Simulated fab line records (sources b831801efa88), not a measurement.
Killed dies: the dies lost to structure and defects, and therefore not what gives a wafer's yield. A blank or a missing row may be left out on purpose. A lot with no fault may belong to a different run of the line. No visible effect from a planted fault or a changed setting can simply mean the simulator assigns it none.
A lot that was struck, set against a sound lot | flow sky130 | 44 out of 708 route steps
Sound: the wafers L451.3, L451.5, L451.6. The struck wafers were L443.3, L443.5, L443.6. The cause comes at the end.
Order at every step that has rows: each side's tool, ch and its chambers, its first start. Under that, the readings that differ: sound wafers | struck wafers | difference of the means | sigmas: that difference in standard deviations of wafers without a fault.
alike: readings with means less than 2 such deviations apart, plus words and numbers identical on both sides. not compared: withheld readings, readings lacking a value on some wafer, bounds such as >300 that could conceal the same value, and numbers that have no deviation in the record and whose values overlap.
Wherever a step has rows on one side only, a row that says differs or no value, or a row with sigmas, the two part there. When numbers do not overlap yet have no deviation, they are printed without sigmas and do not part them. Lack of a reading on every wafer of one side parts them only where that side has two or more wafers.

first, 3 steps without rows for these wafers: SKY_FIELD_ISO_CLEAN_20 (cleans in dHF, time 20 s); SKY_FIELD_ISO_WET_ETCH_21 (etches SiO2 in dHF, target depth 20 nm, time 400 s); SKY_FIELD_ISO_OXIDATION_22 (stabilise 600 s, purge 300 s, target thk 10 nm).
SKY_FIELD_ISO_THK_MEAS_23:
  struck on film_metro-03, day 4 16:08; sound on film_metro-04, day 6 10:01
  alike: FIELD_ISO_OXIDATION_01_THK
then, 1 step without rows for these wafers: SKY_FIELD_ISO_CVD_24 (deposits SiO2, target thk 595 nm, time 99.2 s).
SKY_FIELD_ISO_THK_MEAS_25:
  struck on film_metro-02, day 4 16:16; sound on film_metro-02, day 6 10:09
  alike: FIELD_ISO_CVD_24_THK
then, 1 step without rows for these wafers: SKY_FIELD_ISO_ANNEAL_26 (time 1800 s).
SKY_FIELD_ISO_CMP_27: polishes, stops on Si3N4, t overpolish 16 s, target thk 457.8 nm.
  sound on cmp-01 ch 0,1,3, day 6 12:56; struck on cmp-02 ch 0,1, day 4 17:53
  alike: motor_current_A, overpolish_run_s, slurry_filter_dp_kPa, time_to_endpoint_s
then, 4 steps without rows for these wafers: SKY_FIELD_ISO_WET_ETCH_28 (etches SiO2 in dHF, target depth 23.7 nm, time 47 s); SKY_FIELD_ISO_WET_ETCH_29 (etches Si3N4 in H3PO4, target depth 160 nm, time 1825 s); SKY_FIELD_ISO_WET_ETCH_30 (etches SiO2 in dHF, target depth 25 nm, time 50 s); SKY_NWELL_CLEAN_00 (cleans in SC1/SC2, time 150 s).
SKY_NWELL_OXIDATION_01: stabilise 600 s, purge 300 s, target thk 10 nm.
  sound on furnace-02 ch 0, day 6 15:06; struck on furnace-01 ch 0, day 4 22:08
  reading                  | sound          | struck         | difference | sigmas
  zone_power_upper_pct (%) | 18.1 18.4 18.3 | 17.1 17.4 17.2 | -1.0       | -2
  alike: spike_tc_upper_C
SKY_NWELL_THK_MEAS_02:
  struck on film_metro-04, day 4 23:53; sound on film_metro-01, day 6 16:31
  reading                  | sound          | struck            | difference | sigmas
  NWELL_OXIDATION_THK (nm) | 9.78 9.79 9.58 | 15.87 16.05 15.81 | +6.19      | +29
then, 8 steps without rows for these wafers: SKY_DNWELL_DEHYDRATE_00 (time 60 s); SKY_DNWELL_HMDS_01 (prime time 60 s); SKY_DNWELL_COAT_02 (resist thk 3000 nm); SKY_DNWELL_SOFTBAKE_03; SKY_DNWELL_EXPOSE_04 (exposes mask DNM, target cd 3000 nm); SKY_DNWELL_PEB_05; SKY_DNWELL_DEVELOP_06 (develop time 60 s); SKY_DNWELL_IMPLANT_07.
SKY_DNWELL_STRIP_08: strips in O2/N2.
  sound on plasma_asher-03 ch 0,1, day 7 09:29; struck on plasma_asher-01 ch 0,1, day 5 15:10
  alike: drypump_motor_current_A, oes_product_au, strip_time_to_endpoint_s
  not compared: rf_hours_counter_h
SKY_DNWELL_TW_MEAS_09:
  struck on film_metro-04, day 5 15:15; sound on film_metro-03, day 7 09:34
  alike: DNWELL_TW
then, 7 steps without rows for these wafers: SKY_PWDE_DEHYDRATE_00 (time 60 s); SKY_PWDE_HMDS_01 (prime time 60 s); SKY_PWDE_COAT_02 (resist thk 3000 nm); SKY_PWDE_SOFTBAKE_03; SKY_PWDE_EXPOSE_04 (exposes mask PWDEM, target cd 840 nm); SKY_PWDE_PEB_05; SKY_PWDE_DEVELOP_06 (develop time 60 s).
SKY_PWDE_OVL_MEAS_07:
  struck on overlay-02, day 6 09:52; sound on overlay-02, day 8 04:16
  alike: PWDE_OVL
after that, 1 step had no rows for these wafers: SKY_PWDE_IMPLANT_08.
SKY_PWDE_STRIP_09: strips in O2/N2.
  sound on plasma_asher-03 ch 0,1, day 8 04:28; struck on plasma_asher-01 ch 0,1, day 6 10:04
  alike: drypump_motor_current_A, oes_product_au, strip_time_to_endpoint_s
  not compared: rf_hours_counter_h
SKY_PWDE_TW_MEAS_10:
  struck on film_metro-01, day 6 10:10; sound on film_metro-01, day 8 04:34
  alike: PWDE_TW
then, 7 steps without rows for these wafers: SKY_NWELL_DEHYDRATE_03 (time 60 s); SKY_NWELL_HMDS_04 (prime time 60 s); SKY_NWELL_COAT_05 (resist thk 3000 nm); SKY_NWELL_SOFTBAKE_06; SKY_NWELL_EXPOSE_07 (exposes mask NWM, target cd 840 nm); SKY_NWELL_PEB_08; SKY_NWELL_DEVELOP_09 (develop time 60 s).
SKY_NWELL_CLEAN_27: cleans in SC1/SC2, time 150 s.
  sound on wet_bench-04 ch 2, day 9 23:08; struck on wet_bench-01 ch 0, day 8 02:06
  reading                                      | sound            | struck            | difference | sigmas
  model.SiO2_of_NWELL_OXIDATION_01.thk_nm (nm) | 9.43 9.442 9.241 | 15.53 15.69 15.47 | +6.19      |
-- the record jumps here: 41 days lie between the struck wafers' starts before and after (it left off in module NWELL and takes up again in module PAD_OPEN, whose first step shown is number 708 of the route) --
SKY_PAD_OPEN_PROBE_99:
  struck on prober-02, day 48 14:20; sound on prober-01, day 50 22:26
  reading                                    | sound                        | struck                      | difference | sigmas
  model.etest.nfet_16v.r_on_ohm_um           | 1.406e+04 1.426e+04 1.41e+04 | 1.34e+04 1.338e+04 1.33e+04 | -7.80e+02  |
  model.etest.tip_p.rs_ohm_sq                | 6858 6749 6820               | 6978 6935 6969              | +152       |
  model.etest.pfet_01v8.r_on_ohm_um          | 2907 2984 2905               | 3024 3018 3000              | +82        |
  model.etest.res_pwell_under_gate.rs_ohm_sq | 2272 2293 2284               | 2313 2318 2305              | +29        |
  model.etest.pfet_01v8_mvt.drive_ua_um      | 150.1 147.3 151.1            | 139.3 139.4 140.5           | -9.8       |
  model.etest.pfet_01v8.drive_ua_um          | 192.6 186.7 193.2            | 182.5 180.4 181.5           | -9.4       |
  alike: killed_at_M0_to_M3, killed_at_M4_up, killed_at_contacts, killed_at_front_end, killed_at_other, killed_dies, killed_open, killed_short
  not compared: model.etest.pfet_g5v0d10v5.r_on_ohm_um, model.etest.pfet_g5v0d10v5.drive_ua_um

WHERE THEY PART
First at SKY_NWELL_OXIDATION_01; last, within this record, at SKY_NWELL_THK_MEAS_02. Later steps at which nothing parts them and some readings are alike: SKY_DNWELL_STRIP_08, SKY_DNWELL_TW_MEAS_09, SKY_PWDE_OVL_MEAS_07, SKY_PWDE_STRIP_09, SKY_PWDE_TW_MEAS_10, SKY_PAD_OPEN_PROBE_99.

WHY: whatever the simulator had introduced
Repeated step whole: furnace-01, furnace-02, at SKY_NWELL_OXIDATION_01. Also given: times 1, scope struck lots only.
